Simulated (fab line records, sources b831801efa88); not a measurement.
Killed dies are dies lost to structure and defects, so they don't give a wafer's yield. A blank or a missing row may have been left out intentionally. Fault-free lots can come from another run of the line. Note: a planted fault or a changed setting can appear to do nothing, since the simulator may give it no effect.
fab line records | flow gf180mcu | part 1 of 2: steps 1 to 29 of 40
[record] lots = 5 | wafers = 15 | last-day = 34
route steps=602 shown SAB@276 SALICIDE@278 CONTACT@287 M1@315
lots untouched by any fault: they come from a run of this same line in which no faults occurred
start-h: start of the lot's first displayed wafer, in hours after the record's first day | wait-h: hours from the lot's prior step to this one | " repeats the value in the row above | L1.1+2: one row covering several wafers at once | - no value present, or no start provided | * or withheld: withheld | < > ~ a bound
route shown NAME@n: NAME is a module with steps in the file, n the number in the route of the first one | usual: mean and standard deviation over wafers with no fault | same: alike in all rows | chamber/n: place in a boat | sites: per-site readings | _std_site: their standard deviation | _edge_site: outer sites' mean less inner sites' | radius-mm: how far each site lies from the wafer's centre | mask NAME#n: copy n | behind: the most recent tool/chamber to have shaped the wafer | hold: cause of the lot's hold/its duration in hours/its outcome | device: which transistor (n, p or np) failed to switch | end of line: the route-end tests of the same wafers | where a step has no rows: the recipe by itself | killed: count of dies lost to structure and defects at first sort (not the wafer's yield) | map: the dies of a wafer, with x for killed, . for not killed, _ for no die there
set.NAME: the run value of the setting; set.NAME@STEP: its run value at that earlier step | model.NAME: the simulator's own value behind a step, which no gauge read
certain route steps with their lots: each step a table, each wafer a row
services: a tool's chamber out of use, with start hour (start-h, from the record's first day; less than 0 if before it), hours out, and reason
[[steps]]
[step GF_SAB_WET_ETCH_12]
[recipe] chemistry = dHF | target-depth-nm = 22 | dry = n2-spin | target = SiO2 | temp-c = 25 | dilution = 100:1 | time-s = 440
lot.wafer  | tool         | chamber | start-h | wait-h
L077.1+4+6 | wet-bench-04 | 3       | 367.00  | 0.0
L081.1+3+5 | wet-bench-03 | 0       | 400.03  | 0.0
L083.2+3+5 | wet-bench-04 | 3       | 417.73  | 0.0
L091.1+2+5 | wet-bench-04 | 2       | 495.03  | 0.0
L096.3+5+6 | wet-bench-02 | 2       | 523.95  | 0.0
[step GF_SAB_STRIP_13]
[recipe] chemistry = O2/N2 | power-w = 1400 | pressure-mtorr = 1500 | platen-temp-c = 250 | o2-flow-sccm = 3000 | n2-flow-sccm = 300 | overash-fraction = 0.5
[usual] drypump-motor-current-A = 5.8/0.37 | heater-power-w = 340/18 | oes-product-au = 0.709/0.0045 | strip-time-to-endpoint-s = 12.62/0.035
lot.wafer | tool            | chamber | start-h | wait-h | drypump-motor-current-A | heater-power-w | oes-product-au | rf-hours-counter-h | strip-time-to-endpoint-s
L077.1    | plasma-asher-03 | 0       | 367.14  | 0.0    | 6.1                     | 350            | 0.707          | 75                 | 12.59
L077.4    | "               | 0       | "       | "      | 6.1                     | 364            | 0.703          | -                  | 12.55
L077.6    | "               | 1       | "       | "      | 5.3                     | 333            | 0.710          | -                  | 12.52
L081.1    | plasma-asher-04 | 0       | 400.16  | 0.0    | 6.2                     | 327            | 0.712          | 72                 | 12.55
L081.3    | "               | 1       | "       | "      | 6.2                     | 335            | 0.710          | -                  | 12.55
L081.5    | "               | 0       | "       | "      | 6.3                     | 322            | 0.718          | -                  | 12.56
L083.2    | plasma-asher-04 | 1       | 417.89  | 0.0    | 6.2                     | 332            | 0.709          | 74                 | 12.60
L083.3    | "               | 1       | "       | "      | 6.2                     | 330            | 0.707          | -                  | 12.65
L083.5    | "               | 1       | "       | "      | 6.2                     | 333            | 0.705          | -                  | 12.68
L091.1    | plasma-asher-01 | 0       | 495.16  | 0.0    | 5.8                     | 312            | 0.708          | 70                 | 12.63
L091.2    | "               | 1       | "       | "      | 5.8                     | 371            | 0.709          | 70                 | 12.60
L091.5    | "               | 1       | "       | "      | 5.8                     | 356            | 0.719          | -                  | 12.61
L096.3    | plasma-asher-03 | 1       | 524.11  | 0.0    | 5.3                     | 324            | 0.705          | -                  | 12.65
L096.5    | "               | 0       | "       | "      | 6.1                     | 368            | 0.705          | -                  | 12.64
L096.6    | "               | 1       | "       | "      | 5.3                     | 344            | 0.713          | -                  | 12.64
[step GF_SALICIDE_CLEAN_00]
[recipe] chemistry = SC1/SC2 | mix = 1:4:20 | temp-c = 70 | time-s = 150
lot.wafer  | tool         | chamber | start-h | wait-h
L077.1+4+6 | wet-bench-04 | 2       | 367.24  | 0.1
L081.1+3+5 | wet-bench-04 | 1       | 400.26  | 0.1
L083.2+3+5 | wet-bench-03 | 0       | 417.99  | 0.1
L091.1+2+5 | wet-bench-01 | 3       | 495.26  | 0.1
L096.3+5+6 | wet-bench-04 | 3       | 524.18  | 0.0
[step GF_SALICIDE_WET_ETCH_01]
[recipe] chemistry = dHF | target-depth-nm = 5 | dry = ipa-marangoni | target = SiO2 | temp-c = 25 | dilution = 100:1 | time-s = 100
lot.wafer  | tool         | chamber | start-h | wait-h
L077.1+4+6 | wet-bench-01 | 1       | 367.30  | 0.0
L081.1+3+5 | wet-bench-01 | 2       | 400.32  | 0.0
L083.2+3+5 | wet-bench-04 | 0       | 418.04  | 0.0
L091.1+2+5 | wet-bench-04 | 3       | 495.31  | 0.0
L096.3+5+6 | wet-bench-03 | 2       | 524.23  | 0.0
[step GF_SALICIDE_SPUTTER_02]
[recipe] material = Co | target-thk-nm = 10 | power-w = 1000 | time-s = 20 | chamber-pressure-pa = 0.4
[usual] throttle-valve-pct = 30.0/1.1
lot.wafer | tool           | chamber | start-h | wait-h | throttle-valve-pct
L077.1    | pvd-sputter-01 | -       | 367.34  | 0.0    | 28.5
L077.4    | "              | -       | "       | "      | 28.9
L077.6    | "              | -       | "       | "      | 28.6
L081.1    | pvd-sputter-01 | -       | 400.36  | 0.0    | 29.2
L081.3    | "              | -       | "       | "      | 28.4
L081.5    | "              | -       | "       | "      | 31.3
L083.2    | pvd-sputter-02 | -       | 418.08  | 0.0    | 31.4
L083.3    | "              | -       | "       | "      | 30.9
L083.5    | "              | -       | "       | "      | 31.3
L091.1    | pvd-sputter-01 | -       | 495.35  | 0.0    | 29.0
L091.2    | "              | -       | "       | "      | 28.4
L091.5    | "              | -       | "       | "      | 28.9
L096.3    | pvd-sputter-04 | -       | 524.27  | 0.0    | 30.4
L096.5    | "              | -       | "       | "      | 29.4
L096.6    | "              | -       | "       | "      | 28.9
[step GF_SALICIDE_SPUTTER_03]
[recipe] material = TiN | target-thk-nm = 20 | power-w = 6500 | time-s = 16.7 | chamber-pressure-pa = 0.4
[usual] throttle-valve-pct = 30.0/1.1
lot.wafer | tool           | chamber | start-h | wait-h | throttle-valve-pct
L077.1    | pvd-sputter-01 | -       | 367.36  | 0.0    | 28.5
L077.4    | "              | -       | "       | "      | 29.0
L077.6    | "              | -       | "       | "      | 28.7
L081.1    | pvd-sputter-01 | -       | 400.39  | 0.0    | 28.7
L081.3    | "              | -       | "       | "      | 28.3
L081.5    | "              | -       | "       | "      | 31.4
L083.2    | pvd-sputter-02 | -       | 418.11  | 0.0    | 31.4
L083.3    | "              | -       | "       | "      | 30.7
L083.5    | "              | -       | "       | "      | 31.7
L091.1    | pvd-sputter-01 | -       | 495.37  | 0.0    | 28.8
L091.2    | "              | -       | "       | "      | 28.2
L091.5    | "              | -       | "       | "      | 29.3
L096.3    | pvd-sputter-04 | -       | 524.29  | 0.0    | 30.7
L096.5    | "              | -       | "       | "      | 29.3
L096.6    | "              | -       | "       | "      | 29.3
[step GF_SALICIDE_RS_MEAS_04]
[recipe] thk-meas-gauge = four-point-probe | reads = TiN_of_SALICIDE_SPUTTER_03+Co_of_SALICIDE_SPUTTER_02
[usual] SALICIDE_TIN_RS = 16.30/0.28
lot.wafer | tool          | chamber | start-h | wait-h | SALICIDE_TIN_RS[ohm/sq]
L077.1    | film-metro-03 | -       | 367.39  | 0.0    | 15.92
L077.4    | "             | -       | "       | "      | 15.88
L077.6    | "             | -       | "       | "      | 16.01
L081.1    | film-metro-03 | -       | 400.41  | 0.0    | 16.06
L081.3    | "             | -       | "       | "      | 16.23
L081.5    | "             | -       | "       | "      | 16.49
L083.2    | film-metro-01 | -       | 418.15  | 0.0    | 16.12
L083.3    | "             | -       | "       | "      | 16.72
L083.5    | "             | -       | "       | "      | 16.27
L091.1    | film-metro-03 | -       | 495.40  | 0.0    | 16.14
L091.2    | "             | -       | "       | "      | 16.12
L091.5    | "             | -       | "       | "      | 16.44
L096.3    | film-metro-01 | -       | 524.39  | 0.1    | 16.38
L096.5    | "             | -       | "       | "      | 16.52
L096.6    | "             | -       | "       | "      | 16.44
[step GF_SALICIDE_THK_MEAS_05]
[recipe] thk-meas-gauge = xrf | reads = TiN_of_SALICIDE_SPUTTER_03
[usual] SALICIDE_TIN_THK = 19.79/0.26
lot.wafer | tool          | chamber | start-h | wait-h | SALICIDE_TIN_THK[nm]
L077.1    | film-metro-03 | -       | 367.51  | 0.1    | 20.12
L077.4    | "             | -       | "       | "      | 20.23
L077.6    | "             | -       | "       | "      | 20.34
L081.1    | film-metro-03 | -       | 400.53  | 0.1    | 19.58
L081.3    | "             | -       | "       | "      | 19.57
L081.5    | "             | -       | "       | "      | 19.70
L083.2    | film-metro-01 | -       | 418.26  | 0.1    | 19.59
L083.3    | "             | -       | "       | "      | 19.60
L083.5    | "             | -       | "       | "      | 19.54
L091.1    | film-metro-03 | -       | 495.52  | 0.1    | 19.73
L091.2    | "             | -       | "       | "      | 19.62
L091.5    | "             | -       | "       | "      | 19.80
L096.3    | film-metro-01 | -       | 524.49  | 0.1    | 19.74
L096.5    | "             | -       | "       | "      | 19.73
L096.6    | "             | -       | "       | "      | 19.83
[step GF_SALICIDE_RTA_06]
[recipe] temp-c = 530 | time-s = 30 | ambient = N2
[usual] lamp-power-pct = 6.46/0.066 | wafer_temp_C_max = 532.3/0.45
lot.wafer | tool          | chamber | start-h | wait-h | lamp-power-pct | wafer_temp_C_max
L077.1    | rtp-anneal-01 | 0       | 367.57  | 0.1    | 6.40           | 533.8
L077.4    | "             | 0       | "       | "      | 6.41           | 532.7
L077.6    | "             | 0       | "       | "      | 6.39           | 532.8
L081.1    | rtp-anneal-01 | 0       | 400.59  | 0.1    | 6.39           | 532.3
L081.3    | "             | 0       | "       | "      | 6.40           | 532.0
L081.5    | "             | 0       | "       | "      | 6.41           | 531.6
L083.2    | rtp-anneal-02 | 0       | 418.33  | 0.1    | 6.54           | 532.6
L083.3    | "             | 0       | "       | "      | 6.54           | 532.2
L083.5    | "             | 0       | "       | "      | 6.54           | 531.5
L091.1    | rtp-anneal-01 | 0       | 495.58  | 0.1    | 6.40           | 531.5
L091.2    | "             | 0       | "       | "      | 6.40           | 532.4
L091.5    | "             | 0       | "       | "      | 6.41           | 531.6
L096.3    | rtp-anneal-01 | 0       | 524.56  | 0.1    | 6.41           | 531.6
L096.5    | "             | 0       | "       | "      | 6.42           | 532.0
L096.6    | "             | 0       | "       | "      | 6.40           | 532.2
[step GF_SALICIDE_WET_ETCH_07]
[recipe] chemistry = SPM | target-depth-nm = 120 | dry = n2-spin
lot.wafer  | tool         | chamber | start-h | wait-h
L077.1+4+6 | wet-bench-04 | 2       | 367.67  | 0.1
L081.1+3+5 | wet-bench-04 | 0       | 400.69  | 0.1
L083.2+3+5 | wet-bench-03 | 0       | 418.41  | 0.1
L091.1+2+5 | wet-bench-03 | 0       | 495.68  | 0.1
L096.3+5+6 | wet-bench-01 | 2       | 524.63  | 0.1
[step GF_SALICIDE_RTA_08]
[recipe] temp-c = 800 | time-s = 30 | ambient = N2
[usual] lamp-power-pct = 18.02/0.18 | wafer_temp_C_max = 803.3/0.61
lot.wafer | tool          | chamber | start-h | wait-h | lamp-power-pct | wafer_temp_C_max
L077.1    | rtp-anneal-02 | 0       | 367.77  | 0.0    | 18.17          | 803.2
L077.4    | "             | 0       | "       | "      | 18.15          | 803.2
L077.6    | "             | 0       | "       | "      | 18.15          | 803.6
L081.1    | rtp-anneal-02 | 0       | 400.80  | 0.0    | 18.15          | 803.5
L081.3    | "             | 0       | "       | "      | 18.13          | 804.0
L081.5    | "             | 0       | "       | "      | 18.16          | 803.1
L083.2    | rtp-anneal-02 | 0       | 418.52  | 0.0    | 18.19          | 803.3
L083.3    | "             | 0       | "       | "      | 18.17          | 803.2
L083.5    | "             | 0       | "       | "      | 18.18          | 803.7
L091.1    | rtp-anneal-02 | 0       | 495.77  | 0.0    | 18.19          | 803.6
L091.2    | "             | 0       | "       | "      | 18.18          | 802.8
L091.5    | "             | 0       | "       | "      | 18.16          | 803.6
L096.3    | rtp-anneal-02 | 0       | 524.76  | 0.0    | 18.15          | 803.4
L096.5    | "             | 0       | "       | "      | 18.15          | 803.1
L096.6    | "             | 0       | "       | "      | 18.16          | 803.1
[step GF_CONTACT_CVD_00]
[recipe] material = SiO2 | target-thk-nm = 300 | sigma-open-frac = 0.3 | temp-c = 400 | time-s = 50 | sih4-flow-sccm = 60 | pressure-mtorr = 6
lot.wafer  | tool      | chamber | start-h | wait-h
L077.1+4+6 | hdpcvd-01 | 0,1,0   | 367.87  | 0.1
L081.1+3+5 | hdpcvd-01 | 1,0,2   | 400.90  | 0.1
L083.2+3+5 | hdpcvd-02 | 2,0,0   | 418.61  | 0.1
L091.1+2+5 | hdpcvd-02 | 0,1,2   | 495.87  | 0.1
L096.3+5+6 | hdpcvd-01 | 0,0,1   | 524.83  | 0.1
[step GF_CONTACT_THK_MEAS_01]
[recipe] reads = SiO2_of_CONTACT_CVD_00
[usual] CONTACT_CVD_00_THK = 302.5/2.9
lot.wafer | tool          | chamber | start-h | wait-h | CONTACT_CVD_00_THK[nm]
L077.1    | film-metro-02 | -       | 367.91  | 0.0    | 305.4
L077.4    | "             | -       | "       | "      | 302.1
L077.6    | "             | -       | "       | "      | 303.2
L081.1    | film-metro-04 | -       | 400.95  | 0.0    | 304.2
L081.3    | "             | -       | "       | "      | 300.6
L081.5    | "             | -       | "       | "      | 301.5
L083.2    | film-metro-04 | -       | 418.66  | 0.0    | 304.4
L083.3    | "             | -       | "       | "      | 298.6
L083.5    | "             | -       | "       | "      | 303.0
L091.1    | film-metro-02 | -       | 495.92  | 0.0    | 301.2
L091.2    | "             | -       | "       | "      | 309.5
L091.5    | "             | -       | "       | "      | 306.0
L096.3    | film-metro-04 | -       | 524.89  | 0.0    | 307.1
L096.5    | "             | -       | "       | "      | 308.7
L096.6    | "             | -       | "       | "      | 304.3
[step GF_CONTACT_CVD_02]
[recipe] material = SiO2 | target-thk-nm = 860 | precursor = TEOS | temp-c = 400 | time-s = 95.992 | rf-w = 600
[usual] heater-power-w = 671/120
lot.wafer | tool     | chamber | start-h | wait-h | heater-power-w
L077.1    | pecvd-01 | 2       | 367.97  | 0.1    | 604
L077.4    | "        | 2       | "       | "      | 653
L077.6    | "        | 0       | "       | "      | 702
L081.1    | pecvd-01 | 1       | 401.01  | 0.1    | 746
L081.3    | "        | 2       | "       | "      | 630
L081.5    | "        | 2       | "       | "      | 682
L083.2    | pecvd-03 | 1       | 418.71  | 0.0    | 907
L083.3    | "        | 0       | "       | "      | 734
L083.5    | "        | 1       | "       | "      | 941
L091.1    | pecvd-01 | 2       | 495.98  | 0.1    | 643
L091.2    | "        | 1       | "       | "      | 834
L091.5    | "        | 2       | "       | "      | 540
L096.3    | pecvd-04 | 1       | 524.93  | 0.0    | 584
L096.5    | "        | 1       | "       | "      | 651
L096.6    | "        | 0       | "       | "      | 586
[step GF_CONTACT_THK_MEAS_03]
[recipe] reads = SiO2_of_CONTACT_CVD_02
[usual] CONTACT_CVD_02_THK = 858/11
lot.wafer | tool          | chamber | start-h | wait-h | CONTACT_CVD_02_THK[nm]
L077.1    | film-metro-02 | -       | 368.04  | 0.0    | 850
L077.4    | "             | -       | "       | "      | 872
L077.6    | "             | -       | "       | "      | 866
L081.1    | film-metro-02 | -       | 401.08  | 0.0    | 863
L081.3    | "             | -       | "       | "      | 867
L081.5    | "             | -       | "       | "      | 868
L083.2    | film-metro-02 | -       | 418.79  | 0.0    | 849
L083.3    | "             | -       | "       | "      | 855
L083.5    | "             | -       | "       | "      | 862
L091.1    | film-metro-04 | -       | 496.08  | 0.1    | 852
L091.2    | "             | -       | "       | "      | 856
L091.5    | "             | -       | "       | "      | 866
L096.3    | film-metro-01 | -       | 525.02  | 0.1    | 848
L096.5    | "             | -       | "       | "      | 856
L096.6    | "             | -       | "       | "      | 866
[step GF_CONTACT_CMP_04]
[recipe] material = SiO2 | down-force-psi = 4 | platen-rpm = 60 | pad-velocity-m-s = 0.94248
[usual] motor-current-A = 11.7/1 | platen-rpm = 60.00/0.039 | time-to-endpoint-s = 110/5.6
lot.wafer | tool   | chamber | start-h | wait-h | motor-current-A | platen-rpm | time-to-endpoint-s
L077.1    | cmp-01 | 2       | 368.15  | 0.1    | 10.4            | 60.04      | 110
L077.4    | "      | 0       | "       | "      | 11.9            | 60.03      | 113
L077.6    | "      | 1       | "       | "      | 11.4            | 60.02      | 116
L081.1    | cmp-02 | 3       | 401.24  | 0.1    | 11.4            | 60.02      | 110
L081.3    | "      | 0       | "       | "      | 13.2            | 60.01      | 107
L081.5    | "      | 2       | "       | "      | 11.1            | 59.94      | 108
L083.2    | cmp-01 | 1       | 418.84  | 0.0    | 10.5            | 60.00      | 110
L083.3    | "      | 2       | "       | "      | 10.6            | 59.98      | 112
L083.5    | "      | 1       | "       | "      | 10.9            | 59.94      | 110
L091.2    | cmp-01 | 0       | 496.24  | 0.1    | 11.7            | 59.85      | 106
L091.1    | "      | 1       | "       | "      | 11.2            | 60.01      | 106
L091.5    | "      | 3       | "       | "      | 13.1            | 60.02      | 116
L096.3    | cmp-01 | 3       | 525.21  | 0.2    | 13.3            | 60.02      | 109
L096.5    | "      | 0       | "       | "      | 12.2            | 59.98      | 107
L096.6    | "      | 1       | "       | "      | 11.3            | 60.05      | 117
[step GF_CONTACT_BOW_MEAS_05]
[recipe] mode = bow
[usual] CONTACT_BOW = 66/6.6
lot.wafer | tool          | chamber | start-h | wait-h | CONTACT_BOW[um]
L077.1    | film-metro-01 | -       | 368.40  | 0.2    | 73
L077.4    | "             | -       | "       | "      | 74
L077.6    | "             | -       | "       | "      | 66
L081.1    | film-metro-04 | -       | 401.44  | 0.1    | 69
L081.3    | "             | -       | "       | "      | 61
L081.5    | "             | -       | "       | "      | 64
L083.2    | film-metro-02 | -       | 419.16  | 0.3    | 67
L083.3    | "             | -       | "       | "      | 65
L083.5    | "             | -       | "       | "      | 62
L091.1    | film-metro-01 | -       | 496.44  | 0.1    | 71
L091.2    | "             | -       | "       | "      | 63
L091.5    | "             | -       | "       | "      | 69
L096.3    | film-metro-02 | -       | 525.40  | 0.1    | 67
L096.5    | "             | -       | "       | "      | 62
L096.6    | "             | -       | "       | "      | 63
[step GF_CONTACT_DEHYDRATE_06]
[recipe] temp-c = 200 | time-s = 60
lot.wafer  | tool           | chamber | start-h | wait-h
L077.1+4+6 | litho-track-03 | 0       | 379.25  | 10.8
L081.1+3+5 | litho-track-04 | 0       | 412.10  | 10.6
L083.2+3+5 | litho-track-03 | 0       | 431.08  | 11.9
L091.1+2+5 | litho-track-04 | 0       | 507.85  | 11.4
L096.3+5+6 | litho-track-04 | 0       | 536.15  | 10.7
[step GF_CONTACT_HMDS_07]
[recipe] prime-time-s = 60 | prime-temp-c = 120
[same] prime-time-s = 60
lot.wafer  | tool           | chamber | start-h | wait-h
L077.1+4+6 | litho-track-03 | 0       | 379.40  | 0.1
L081.1+3+5 | litho-track-04 | 0       | 412.25  | 0.1
L083.2+3+5 | litho-track-03 | 0       | 431.23  | 0.1
L091.1+2+5 | litho-track-04 | 0       | 508.00  | 0.1
L096.3+5+6 | litho-track-04 | 0       | 536.30  | 0.1
[step GF_CONTACT_COAT_08]
[recipe] resist = BARC | temp-c = withheld | time-s = withheld | spin-rpm = withheld | resist-thk-nm = withheld
lot.wafer  | tool           | chamber | start-h | wait-h
L077.1+4+6 | litho-track-03 | 0       | 379.55  | 0.1
L081.1+3+5 | litho-track-04 | 0       | 412.40  | 0.1
L083.2+3+5 | litho-track-03 | 0       | 431.38  | 0.1
L091.1+2+5 | litho-track-04 | 0       | 508.15  | 0.1
L096.3+5+6 | litho-track-04 | 0       | 536.45  | 0.1
[step GF_CONTACT_COAT_09]
[recipe] resist = KrF | spin-rpm = withheld | resist-thk-nm = 1000
lot.wafer  | tool           | chamber | start-h | wait-h
L077.1+4+6 | litho-track-03 | 0       | -       | -
L081.1+3+5 | litho-track-04 | 0       | -       | -
L083.2+3+5 | litho-track-03 | 0       | -       | -
L091.1+2+5 | litho-track-04 | 0       | -       | -
L096.3+5+6 | litho-track-04 | 0       | -       | -
[step GF_CONTACT_SOFTBAKE_10]
[recipe] temp-c = 130 | time-s = 60 | resist = KrF
lot.wafer  | tool           | chamber | start-h | wait-h
L077.1+4+6 | litho-track-03 | 0       | -       | -
L081.1+3+5 | litho-track-04 | 0       | -       | -
L083.2+3+5 | litho-track-03 | 0       | -       | -
L091.1+2+5 | litho-track-04 | 0       | -       | -
L096.3+5+6 | litho-track-04 | 0       | -       | -
[step GF_CONTACT_EXPOSE_11]
[recipe] mask-id = Contact | target-cd-nm = 220 | na = 0.68 | source-shape = conventional | sigma-outer = 0.6 | dose-mj = 38
lot.wafer  | tool           | chamber | start-h | wait-h | mask
L077.1+4+6 | krf-scanner-01 | 0       | -       | -      | Contact#0
L081.1+3+5 | krf-scanner-01 | 0       | -       | -      | Contact#0
L083.2+3+5 | krf-scanner-02 | 0       | -       | -      | Contact#0
L091.1+2+5 | krf-scanner-01 | 0       | -       | -      | Contact#0
L096.3+5+6 | krf-scanner-02 | 0       | -       | -      | Contact#0
[step GF_CONTACT_PEB_12]
[recipe] peb-temp-c = 135 | peb-time-s = 90 | resist = KrF
lot.wafer  | tool           | chamber | start-h | wait-h
L077.1+4+6 | litho-track-04 | 0       | -       | -
L081.1+3+5 | litho-track-04 | 0       | -       | -
L083.2+3+5 | litho-track-03 | 0       | -       | -
L091.1+2+5 | litho-track-01 | 0       | -       | -
L096.3+5+6 | litho-track-03 | 0       | -       | -
[step GF_CONTACT_DEVELOP_13]
[recipe] develop-time-s = 60 | resist = KrF | dev-temp-c = 21
[usual] developer-temp-C = 21.03/0.098
lot.wafer | tool           | chamber | start-h | wait-h | developer-temp-C
L077.1    | litho-track-04 | 0       | 391.00  | 0.2    | 21.02
L077.4    | "              | 0       | "       | "      | 20.90
L077.6    | "              | 0       | "       | "      | 21.11
L081.1    | litho-track-04 | 0       | 424.45  | 0.2    | 21.21
L081.3    | "              | 0       | "       | "      | 21.14
L081.5    | "              | 0       | "       | "      | 21.17
L083.2    | litho-track-03 | 0       | 443.68  | 0.2    | 21.12
L083.3    | "              | 0       | "       | "      | 21.12
L083.5    | "              | 0       | "       | "      | 21.05
L091.1    | litho-track-01 | 0       | 519.62  | 0.2    | 21.13
L091.2    | "              | 0       | "       | "      | 20.97
L091.5    | "              | 0       | "       | "      | 21.19
L096.3    | litho-track-03 | 0       | 548.10  | 0.1    | 21.15
L096.5    | "              | 0       | "       | "      | 21.09
L096.6    | "              | 0       | "       | "      | 21.20
[step GF_CONTACT_CD_MEAS_14]
[recipe] target-cd-nm = 220
[usual] cd-nm = 220.1/1.4
lot.wafer | tool      | chamber | start-h | wait-h | cd-nm
L077.1    | cd-sem-01 | -       | 391.15  | 0.1    | 218.8
L077.4    | "         | -       | "       | "      | 220.7
L077.6    | "         | -       | "       | "      | 219.5
L081.1    | cd-sem-02 | -       | 424.60  | 0.1    | 219.5
L081.3    | "         | -       | "       | "      | 219.1
L081.5    | "         | -       | "       | "      | 218.5
L083.2    | cd-sem-02 | -       | 443.82  | 0.1    | 217.9
L083.3    | "         | -       | "       | "      | 218.0
L083.5    | "         | -       | "       | "      | 218.6
L091.1    | cd-sem-01 | -       | 519.77  | 0.1    | 219.1
L091.2    | "         | -       | "       | "      | 219.5
L091.5    | "         | -       | "       | "      | 219.8
L096.3    | cd-sem-02 | -       | 548.24  | 0.1    | 219.7
L096.5    | "         | -       | "       | "      | 220.3
L096.6    | "         | -       | "       | "      | 219.9
[step GF_CONTACT_OVL_MEAS_15]
[usual] CONTACT_OVL = 4/5.3
lot.wafer | tool       | chamber | start-h | wait-h | CONTACT_OVL[nm]
L077.1    | overlay-01 | -       | 391.27  | 0.1    | 1
L077.4    | "          | -       | "       | "      | -5
L077.6    | "          | -       | "       | "      | 1
L081.1    | overlay-02 | -       | 424.72  | 0.1    | 5
L081.3    | "          | -       | "       | "      | 3
L081.5    | "          | -       | "       | "      | 0
L083.2    | overlay-02 | -       | 443.93  | 0.1    | -6
L083.3    | "          | -       | "       | "      | 0
L083.5    | "          | -       | "       | "      | -3
L091.1    | overlay-02 | -       | 519.89  | 0.1    | 15
L091.2    | "          | -       | "       | "      | 9
L091.5    | "          | -       | "       | "      | 14
L096.3    | overlay-01 | -       | 548.33  | 0.1    | 6
L096.5    | "          | -       | "       | "      | 7
L096.6    | "          | -       | "       | "      | 8
[step GF_CONTACT_ETCH_16]
[recipe] chemistry = N2/H2 | target-depth-a = withheld | overetch-a = withheld | time-s = withheld | target = BARC | ion-energy-ev = 200 | source-w = 500 | bias-w = 100 | pressure-mtorr = 30 | n2-flow-sccm = 100 | h2-flow-sccm = 200
[usual] drypump-motor-current-A = 5.8/0.43 | oes-product-au = 0.855/0.0046 | throttle-valve-pct = 13.226/0.0082
lot.wafer | tool        | chamber | start-h | wait-h | drypump-motor-current-A | oes-product-au | throttle-valve-pct
L077.1    | rie-diel-03 | 1       | 391.31  | 0.0    | 5.4                     | 0.855          | 13.222
L077.4    | "           | 3       | "       | "      | 6.1                     | 0.847          | 13.238
L077.6    | "           | 2       | "       | "      | 5.6                     | 0.857          | 13.236
L081.1    | rie-diel-03 | 0       | 424.76  | 0.0    | 6.2                     | 0.853          | 13.232
L081.3    | "           | 2       | "       | "      | 5.6                     | 0.853          | 13.213
L081.5    | "           | 0       | "       | "      | 6.2                     | 0.853          | 13.237
L083.2    | rie-diel-02 | 1       | 443.96  | 0.0    | 5.5                     | 0.856          | 13.219
L083.3    | "           | 3       | "       | "      | 6.7                     | 0.852          | 13.226
L083.5    | "           | 3       | "       | "      | 6.7                     | 0.851          | 13.229
L091.1    | rie-diel-04 | 3       | 519.93  | 0.0    | 5.8                     | 0.853          | 13.228
L091.2    | "           | 2       | "       | "      | 4.9                     | 0.857          | 13.228
L091.5    | "           | 1       | "       | "      | 5.8                     | 0.854          | 13.221
L096.3    | rie-diel-04 | 0       | 548.36  | 0.0    | 5.9                     | 0.850          | 13.220
L096.5    | "           | 1       | "       | "      | 5.9                     | 0.846          | 13.224
L096.6    | "           | 0       | "       | "      | 5.9                     | 0.846          | 13.229
[step GF_CONTACT_ETCH_17]
[recipe] chemistry = C4F8/O2/Ar | mask-material = KrF | target = SiO2 | stop-on = CoSi2 | source-w = 1500 | bias-w = 1200 | pressure-mtorr = 40 | c4f8-flow-sccm = withheld | O2_flow_sccm = 6 | Ar_flow_sccm = 300 | time-s = withheld | target-depth-a = 8600
[usual] oes-product-au = 0.816/0.0047
lot.wafer | tool        | chamber | start-h | wait-h | oes-product-au
L077.1    | rie-diel-03 | 1       | -       | -      | 0.816
L077.4    | "           | 3       | "       | "      | 0.815
L077.6    | "           | 2       | "       | "      | 0.819
L081.1    | rie-diel-03 | 0       | -       | -      | 0.815
L081.3    | "           | 2       | "       | "      | 0.807
L081.5    | "           | 0       | "       | "      | 0.807
L083.2    | rie-diel-02 | 1       | -       | -      | 0.817
L083.3    | "           | 3       | "       | "      | 0.820
L083.5    | "           | 3       | "       | "      | 0.817
L091.1    | rie-diel-04 | 3       | -       | -      | 0.817
L091.2    | "           | 2       | "       | "      | 0.830
L091.5    | "           | 1       | "       | "      | 0.818
L096.3    | rie-diel-04 | 0       | -       | -      | 0.819
L096.5    | "           | 1       | "       | "      | 0.827
L096.6    | "           | 0       | "       | "      | 0.821
